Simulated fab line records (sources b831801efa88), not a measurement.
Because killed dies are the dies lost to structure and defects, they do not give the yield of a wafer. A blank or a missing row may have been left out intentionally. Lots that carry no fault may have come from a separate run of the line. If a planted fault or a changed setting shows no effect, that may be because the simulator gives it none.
fab line records    flow gf180mcu
record: lots: 12  wafers: 36  lastDay: 34
route steps=602 shown MIM@503
lots that met no fault: taken from a fault-free run of the same line
startH: hours from the record's first day to the start of the lot's first wafer shown    waitH: hours since the lot's step before    " identical to the entry in the row above    L1.1+2: one row covering several wafers at once    - either no value or no given start    * or withheld: withheld    < > ~ a bound
route shown NAME@n: names a module that has steps shown in the file, with the first one's number in the route    usual: mean/standard deviation of fault-free wafers    same: alike in all rows    chamber/n: place in a boat    sites: per-site readings    _std_site: the standard deviation of these    _edge_site: outer sites' mean less inner sites'    radiusMm: for every site, how far away it sits from the centre of the wafer    mask NAME#n: copy n    behind: tool/chamber where the wafer was last shaped    hold: what put the lot on hold/how long, in hours/how the hold closed    device: which transistor (n, p or np) failed to switch    end of line: at the end of the route, the tests of the same wafers    a step without rows: its recipe alone    killed: dies that structure and defects cost at the first sort, which is not the same as the wafer's yield    map: a wafer's dies, x killed, . not, _ none there
set.NAME: the setting the step ran with; set.NAME@STEP: the setting that earlier step ran with    model.NAME: the simulator's own value behind a step, which no gauge read
a sample of lots followed through the steps of the route, with each step as a table and each wafer as a row
services: a tool's chamber out of use, with start hour (startH, from the record's first day; less than 0 if before it), hours out, and reason
== steps ==
step: GF_MIM_SPUTTER_00
recipe: material: Ti  targetThkNm: 37.5  arrivingIonEnergyEv: 80  substrateTempC: 200  chamberPressurePa: 2  powerW: 4000  timeS: 150
usual: throttleValvePct: 30.1/0.95
lot.wafer  tool           chamber  startH  waitH  throttleValvePct
L600.4     pvdSputter-01  -        556.49  0.2    29.3
L600.5     "              -        "       "      29.4
L600.6     "              -        "       "      31.8
L604.1     pvdSputter-03  -        596.36  0.2    29.4
L604.2     "              -        "       "      29.9
L604.3     "              -        "       "      31.4
L605.2     pvdSputter-02  -        614.72  0.1    29.8
L605.4     "              -        "       "      29.3
L605.5     "              -        "       "      29.2
L606.1     pvdSputter-03  -        626.80  0.2    29.1
L606.3     "              -        "       "      31.5
L606.4     "              -        "       "      29.3
L611.3     pvdSputter-03  -        656.06  0.1    29.0
L611.4     "              -        "       "      31.2
L611.5     "              -        "       "      31.4
L613.4     pvdSputter-02  -        668.34  0.2    29.9
L613.5     "              -        "       "      29.3
L613.6     "              -        "       "      30.2
L614.1     pvdSputter-02  -        671.91  0.2    30.0
L614.2     "              -        "       "      29.6
L614.4     "              -        "       "      30.4
L616.2     pvdSputter-01  -        690.86  0.2    29.1
L616.4     "              -        "       "      31.8
L616.6     "              -        "       "      29.1
L618.1     pvdSputter-03  -        699.07  0.2    29.4
L618.4     "              -        "       "      29.7
L618.5     "              -        "       "      29.9
L619.4     pvdSputter-03  -        705.45  0.2    29.6
L619.5     "              -        "       "      29.3
L619.6     "              -        "       "      29.1
L620.2     pvdSputter-02  -        712.39  0.1    29.9
L620.4     "              -        "       "      30.5
L620.5     "              -        "       "      29.9
L622.2     pvdSputter-03  -        722.03  0.2    31.3
L622.4     "              -        "       "      29.9
L622.6     "              -        "       "      29.7
step: GF_MIM_SPUTTER_01
recipe: material: TiN  targetThkNm: 30  powerW: 6500  timeS: 25  chamberPressurePa: 0.4
usual: throttleValvePct: 30.1/0.95
lot.wafer  tool           chamber  startH  waitH  throttleValvePct
L600.4     pvdSputter-01  -        556.59  0.1    29.2
L600.5     "              -        "       "      29.3
L600.6     "              -        "       "      31.6
L604.1     pvdSputter-03  -        596.46  0.1    29.1
L604.2     "              -        "       "      29.9
L604.3     "              -        "       "      31.5
L605.2     pvdSputter-02  -        614.82  0.1    29.7
L605.4     "              -        "       "      29.3
L605.5     "              -        "       "      29.2
L606.1     pvdSputter-03  -        626.90  0.1    29.3
L606.3     "              -        "       "      31.2
L606.4     "              -        "       "      29.3
L611.3     pvdSputter-03  -        656.16  0.1    29.0
L611.4     "              -        "       "      31.4
L611.5     "              -        "       "      31.4
L613.4     pvdSputter-02  -        668.44  0.1    29.8
L613.5     "              -        "       "      29.1
L613.6     "              -        "       "      30.2
L614.1     pvdSputter-02  -        672.01  0.1    29.9
L614.2     "              -        "       "      29.4
L614.4     "              -        "       "      30.5
L616.2     pvdSputter-01  -        690.96  0.1    29.4
L616.4     "              -        "       "      31.8
L616.6     "              -        "       "      29.0
L618.1     pvdSputter-03  -        699.17  0.1    29.2
L618.4     "              -        "       "      29.6
L618.5     "              -        "       "      29.7
L619.4     pvdSputter-03  -        705.51  0.0    29.9
L619.5     "              -        "       "      29.0
L619.6     "              -        "       "      29.0
L620.2     pvdSputter-02  -        712.49  0.1    29.9
L620.4     "              -        "       "      30.6
L620.5     "              -        "       "      29.8
L622.2     pvdSputter-03  -        722.13  0.1    31.3
L622.4     "              -        "       "      29.8
L622.6     "              -        "       "      29.6
step: GF_MIM_CVD_05
recipe: material: Si3N4  targetThkNm: 42  tempMaxC: 400  tempC: 385  timeS: 29.086  rfW: 450
usual: heaterPowerW: 660/83  runLengthS: 57.0/0.48
lot.wafer  tool      chamber  startH  waitH  heaterPowerW  runLengthS
L600.4     pecvd-02  0        556.72  0.0    804           58.0
L600.5     "         2        "       "      686           56.8
L600.6     "         1        "       "      613           56.8
L604.1     pecvd-03  1        596.58  0.0    605           56.5
L604.2     "         0        "       "      580           56.8
L604.3     "         2        "       "      631           56.4
L605.2     pecvd-03  1        614.94  0.0    704           56.7
L605.4     "         1        "       "      703           57.3
L605.5     "         2        "       "      669           56.4
L606.1     pecvd-03  1        627.03  0.0    614           56.4
L606.3     "         2        "       "      722           56.7
L606.4     "         0        "       "      525           56.6
L611.3     pecvd-04  2        656.28  0.0    546           56.6
L611.4     "         0        "       "      683           56.8
L611.5     "         2        "       "      542           56.5
L613.4     pecvd-03  2        668.58  0.0    733           56.5
L613.5     "         0        "       "      545           57.1
L613.6     "         1        "       "      699           57.0
L614.1     pecvd-02  2        672.13  0.0    637           55.3
L614.2     "         0        "       "      764           58.1
L614.4     "         0        "       "      779           57.7
L616.2     pecvd-04  2        691.08  0.0    587           56.9
L616.4     "         2        "       "      615           56.6
L616.6     "         1        "       "      544           57.0
L618.1     pecvd-03  1        699.29  0.0    665           56.8
L618.4     "         2        "       "      680           56.5
L618.5     "         0        "       "      591           56.9
L619.4     pecvd-03  1        705.63  0.0    673           56.4
L619.5     "         2        "       "      695           56.5
L619.6     "         0        "       "      584           57.3
L620.2     pecvd-03  1        712.61  0.0    612           56.5
L620.4     "         0        "       "      493           56.4
L620.5     "         1        "       "      614           57.0
L622.2     pecvd-04  2        722.26  0.0    604           57.1
L622.4     "         1        "       "      596           56.9
L622.6     "         2        "       "      597           57.2
step: GF_MIM_THK_MEAS_06
recipe: reads: Si3N4_of_MIM_CVD_05
usual: MIM_CVD_05_THK: 41.9/0.63
lot.wafer  tool          chamber  startH  waitH  MIM_CVD_05_THK[nm]
L600.4     filmMetro-02  -        556.77  0.0    42.4
L600.5     "             -        "       "      41.4
L600.6     "             -        "       "      41.6
L604.1     filmMetro-01  -        596.61  0.0    42.2
L604.2     "             -        "       "      41.5
L604.3     "             -        "       "      41.9
L605.2     filmMetro-02  -        614.98  0.0    41.3
L605.4     "             -        "       "      41.9
L605.5     "             -        "       "      42.0
L606.1     filmMetro-02  -        627.06  0.0    40.7
L606.3     "             -        "       "      41.6
L606.4     "             -        "       "      41.7
L611.3     filmMetro-01  -        656.33  0.0    41.7
L611.4     "             -        "       "      42.6
L611.5     "             -        "       "      42.5
L613.4     filmMetro-04  -        668.63  0.0    42.5
L613.5     "             -        "       "      42.2
L613.6     "             -        "       "      42.6
L614.1     filmMetro-01  -        672.16  0.0    38.7
L614.2     "             -        "       "      42.7
L614.4     "             -        "       "      42.6
L616.2     filmMetro-02  -        691.12  0.0    41.4
L616.4     "             -        "       "      41.9
L616.6     "             -        "       "      42.2
L618.1     filmMetro-04  -        699.32  0.0    41.2
L618.4     "             -        "       "      42.2
L618.5     "             -        "       "      41.6
L619.4     filmMetro-02  -        705.68  0.0    42.4
L619.5     "             -        "       "      42.6
L619.6     "             -        "       "      42.2
L620.2     filmMetro-02  -        712.65  0.0    42.3
L620.4     "             -        "       "      42.6
L620.5     "             -        "       "      42.7
L622.2     filmMetro-02  -        722.30  0.0    42.1
L622.4     "             -        "       "      43.1
L622.6     "             -        "       "      42.5
step: GF_MIM_SPUTTER_09
recipe: material: TiN  targetThkNm: 35  powerW: 6500  timeS: 29.2  chamberPressurePa: 0.4
usual: throttleValvePct: 30.2/0.95
lot.wafer  tool           chamber  startH  waitH  throttleValvePct
L600.4     pvdSputter-02  -        556.87  0.0    29.9
L600.5     "              -        "       "      29.3
L600.6     "              -        "       "      30.8
L604.1     pvdSputter-02  -        596.74  0.0    31.1
L604.2     "              -        "       "      29.9
L604.3     "              -        "       "      30.0
L605.2     pvdSputter-01  -        615.10  0.0    31.5
L605.4     "              -        "       "      31.9
L605.5     "              -        "       "      30.6
L606.1     pvdSputter-01  -        627.19  0.0    29.1
L606.3     "              -        "       "      30.9
L606.4     "              -        "       "      31.8
L611.3     pvdSputter-01  -        656.44  0.0    29.2
L611.4     "              -        "       "      31.4
L611.5     "              -        "       "      31.9
L613.4     pvdSputter-01  -        668.72  0.0    31.7
L613.5     "              -        "       "      31.8
L613.6     "              -        "       "      31.5
L614.1     pvdSputter-03  -        672.29  0.0    29.1
L614.2     "              -        "       "      29.8
L614.4     "              -        "       "      29.1
L616.2     pvdSputter-02  -        691.24  0.0    29.3
L616.4     "              -        "       "      30.7
L616.6     "              -        "       "      30.8
L618.1     pvdSputter-02  -        699.45  0.0    29.6
L618.4     "              -        "       "      30.0
L618.5     "              -        "       "      30.6
L619.4     pvdSputter-02  -        705.78  0.0    30.1
L619.5     "              -        "       "      29.2
L619.6     "              -        "       "      30.9
L620.2     pvdSputter-03  -        712.77  0.0    29.7
L620.4     "              -        "       "      29.5
L620.5     "              -        "       "      29.3
L622.2     pvdSputter-01  -        722.42  0.0    31.7
L622.4     "              -        "       "      30.6
L622.6     "              -        "       "      29.3
== services ==
tool           chamber  startH  hours  kind
pecvd-03       1        536.03  8.1    repair
pvdSputter-03  -        536.65  5.2    repair
pecvd-04       -        539.65  14.6   pm
pecvd-02       -        563.37  1.2    repair
pecvd-03       -        565.69  0.3    repair
pvdSputter-03  3        582.48  -      consumableReplace:kit
pvdSputter-03  3        582.48  18.0   scheduledDown
pvdSputter-03  3        582.48  18.0   ventCycle
pvdSputter-01  -        584.88  11.2   repair
pecvd-04       -        591.12  14.0   pm
pvdSputter-03  -        598.22  2.1    repair
pecvd-02       -        602.32  1.0    repair
pecvd-02       1        618.36  7.5    repair
pvdSputter-01  -        637.10  4.1    repair
pecvd-02       2        656.15  5.3    repair
pvdSputter-03  -        683.86  2.6    repair
pvdSputter-03  2        700.27  -      consumableReplace:kit
pvdSputter-03  2        700.27  18.0   scheduledDown
pvdSputter-03  2        700.27  18.0   ventCycle
pecvd-04       -        704.12  1.7    repair
pvdSputter-02  -        709.75  1.8    repair
pvdSputter-02  3        715.49  -      consumableReplace:kit
pvdSputter-02  3        715.49  18.0   scheduledDown
pvdSputter-02  3        715.49  18.0   ventCycle
== key ==
firstSign: step: GF_MIM_CVD_05  reading: runLengthS  direction: down  sigmas: 3.6  usual: *  struck: *
effect: step: GF_MIM_THK_MEAS_06  reading: MIM_CVD_05_THK  direction: down  sigmas: 5.1  usual: 41.9  struck: 38.7
metAt GF_MIM_CVD_05
struckLots L614
struckWafers L614.1
notActingAt GF_MIM_SPUTTER_00,GF_MIM_SPUTTER_01,GF_MIM_SPUTTER_09
onsetBetween 556.72 672.13
fault: kind: processParameterDrift  tool: pecvd-02  chamber: -  onsetH: 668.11  steps: GF_MIM_CVD_05  channel: timeS  offset: *  shape: step  endH: 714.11  scope: struckWafersOnly  actsIn: *  stated: *
